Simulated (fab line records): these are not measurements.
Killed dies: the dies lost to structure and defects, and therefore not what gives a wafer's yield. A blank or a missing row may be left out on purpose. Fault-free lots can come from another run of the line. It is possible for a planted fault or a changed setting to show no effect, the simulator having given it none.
Comparing a struck lot with a sound one ; flow gf180mcu ; 17 steps out of a route of 602
Sound: wafers L375.2, L375.5, L375.6. Struck: wafer L391.6 (left out: L391.4, L391.5 of the same lot, which were not struck); the cause appears at the end.
Each step with rows lists, per side, the tool, then ch with its chambers, then its first start. Under that, the readings that differ: sound wafers ; struck wafers ; difference of the means ; sigmas: that difference in standard deviations of wafers without a fault.
alike: a reading whose means differ by less than 2 such deviations, as well as words and numbers matching on both sides. not compared: withheld readings; readings where some wafer has no value; bounds like >300 that might hide an equal value; numbers whose values overlap and for which the record gives no deviation.
A row with sigmas, a row that says differs or no value, or rows on one side alone: a step with any of these is where the two part. Non-overlapping numbers with no deviation appear without sigmas and do not part them. A reading that every wafer of one side lacks parts them only if that side has two wafers or more.

first, 2 steps without rows for these wafers: GF_CONTACT_PEB_12 (peb time 90 s); GF_CONTACT_DEVELOP_13 (develop time 60 s).
GF_CONTACT_CD_MEAS_14: the cd target is 220 nm.
  sound on cd_sem-02, day 16 14:40; struck on cd_sem-02, day 22 20:46
  alike: cd_nm
GF_CONTACT_OVL_MEAS_15:
  sound on overlay-01, day 16 14:47; struck on overlay-01, day 22 20:50
  alike: CONTACT_OVL
GF_CONTACT_ETCH_16: etches BARC in N2/H2.
  sound on rie_diel-04 ch 0,1, day 16 14:49; struck on rie_diel-03 ch 1, day 22 20:52
  alike: drypump_motor_current_A, oes_product_au, throttle_valve_pct
GF_CONTACT_ETCH_17: etches SiO2 in C4F8/O2/Ar, stops on CoSi2, target depth 860 nm.
  sound on rie_diel-04 ch 0,1; struck on rie_diel-03 ch 1
  alike: oes_product_au
GF_CONTACT_STRIP_18: strips in O2/N2.
  sound on plasma_asher-04 ch 0,1, day 16 14:58; struck on plasma_asher-04 ch 1, day 22 21:03
  alike: drypump_motor_current_A, heater_power_w, oes_product_au
  not compared: rf_hours_counter_h
then, 3 steps without rows for these wafers: GF_CONTACT_CLEAN_19 (cleans in SPM); GF_CONTACT_CLEAN_20 (cleans in DIW); GF_CONTACT_CLEAN_21 (cleans in dHF, time 20 s).
GF_CONTACT_SPUTTER_22: material Ti, target thk 15 nm, time 80.02 s.
  sound on pvd_sputter-03, day 16 15:16; struck on pvd_sputter-04, day 22 21:20
  alike: chamber_pressure_pa, throttle_valve_pct
GF_CONTACT_SPUTTER_23: material TiN, target thk 10 nm, time 40 s.
  sound on pvd_sputter-03, day 16 15:20; struck on pvd_sputter-04, day 22 21:24
  alike: chamber_pressure_pa, throttle_valve_pct
GF_CONTACT_CVD_24: deposits W, target thk 300 nm, time 90.339 s.
  sound on cvd_w-01 ch 0,1, day 16 15:22; struck on cvd_w-01 ch 0, day 22 21:28
reading;sound;struck;difference;sigmas
model.W_of_CONTACT_CVD_24.thk_nm (nm);297.7 303 296.3;361.8;+62.8;
  alike: heater_power_outer_w, heater_power_w
  not compared: since_wet_clean_h
GF_CONTACT_RS_MEAS_25: uses a four-point probe to measure.
  sound on film_metro-03, day 16 15:29; struck on film_metro-03, day 22 21:36
reading;sound;struck;difference;sigmas
CONTACT_W_RS (ohm/sq);0.386 0.379 0.387;0.317;-0.067;-14
GF_CONTACT_THK_MEAS_26: measures by xrf.
  sound on film_metro-03, day 16 15:36; struck on film_metro-03, day 22 21:41
reading;sound;struck;difference;sigmas
CONTACT_W_THK (nm);300 305 298;361;+60;+10
then, 1 step without rows for these wafers: GF_CONTACT_CMP_27 (polishes, stops on SiO2, t overpolish 15 s, target thk 0 nm).
-- the record jumps here: 11 days lie between the struck wafers' starts before and after (it left off in module CONTACT and takes up again in module PASSIVATION, whose first step shown is number 602 of the route) --
GF_PASSIVATION_PROBE_99:
  record: rows for the struck wafers here (prober-01, day 34 01:19), none for the sound ones

WHERE THEY PART
Last at GF_PASSIVATION_PROBE_99 as far as this record goes, first at GF_CONTACT_RS_MEAS_25.

WHY: what had been put in by the simulator
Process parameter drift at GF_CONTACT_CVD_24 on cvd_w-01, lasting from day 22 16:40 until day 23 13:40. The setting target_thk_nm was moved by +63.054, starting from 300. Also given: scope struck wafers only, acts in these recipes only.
